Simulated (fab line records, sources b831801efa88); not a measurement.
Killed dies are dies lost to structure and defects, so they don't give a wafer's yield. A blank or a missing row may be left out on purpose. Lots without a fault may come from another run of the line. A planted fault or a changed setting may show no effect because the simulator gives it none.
One fault seen from 2 desks | flow sky130 | each desk has only its own numbers; what lay behind them comes last

THE TOOL OWNER'S DESK: iline_stepper-01
The tool's own readings at SKY_VT_ADJUST_NCORE_EXPOSE_04 (exposes mask LVTN COMPLEMENT THIN, target cd 380 nm): means of the sampled wafers that have a number, for each lot that ran on this tool. A lot is out of limits, marked OUT, if its mean lies more than 4 standard deviations from the usual mean; the brackets give that distance.
Columns: A = exposure_dose_mJ_cm2 at SKY_VT_ADJUST_NCORE_EXPOSE_04, usual 138.98
lot  | first seen here | A
L414 | day 8 01:26     | 138.94
L424 | day 11 06:09    | 140.00 (+7.3) OUT
L433 | day 13 22:18    | 138.88
L435 | day 14 09:26    | 138.93
L436 | day 14 19:47    | 139.14
L437 | day 14 20:34    | 139.14
This desk's finding: out of limits on L424; first on L424, day 11 06:09 (exposure_dose_mJ_cm2 at SKY_VT_ADJUST_NCORE_EXPOSE_04). In limits: L414, L433, L435, L436, L437.

THE METROLOGY DESK
What the gauges read, lot by lot, whatever tool the lot ran on: means of the sampled wafers that have a number. A lot is out of limits, marked OUT, if its mean lies more than 4 standard deviations from the usual mean; the brackets give that distance.
Columns: A = PWDE_TW at SKY_PWDE_TW_MEAS_10, usual 375; B = cd_nm at SKY_LDD_P_CD_MEAS_07, usual 380.4 nm
lot  | first seen here | A   | B
L414 | day 3 18:34     | 374 | 379.6
L415 | day 3 23:47     | 372 | 379.6
L424 | day 6 09:08     | 377 | 377.0
L427 | day 7 01:28     | 373 | 380.3
L430 | day 7 15:26     | 369 | 384.7
L431 | day 7 22:22     | 371 | 377.4
L432 | day 8 04:49     | 375 | 379.6
L433 | day 8 10:02     | 377 | 381.2
L434 | day 8 12:09     | 374 | 382.5
L435 | day 8 20:23     | 373 | 384.1
L436 | day 9 05:04     | 375 | 379.6
L437 | day 9 05:23     | 375 | 379.1
This desk's finding: nothing out of limits on any of the 12 lots.

PUT TOGETHER
The tool owner's desk could have raised an alarm at day 11 06:09, on L424.
The metrology desk saw nothing out of limits.
The metrology desk has L424 on record, within its limits.
Of the lots named, all ran SKY_VT_ADJUST_NCORE_EXPOSE_04 on iline_stepper-01.

WHAT THE SIMULATOR HAD PUT IN
Process parameter drift: iline_stepper-01, from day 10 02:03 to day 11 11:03, at SKY_VT_ADJUST_NCORE_EXPOSE_04. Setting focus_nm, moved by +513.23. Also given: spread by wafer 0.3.
Lots struck among those shown: L424.
Hours from the fault's start to each desk's first reading out of limits: the tool owner's desk, 28.
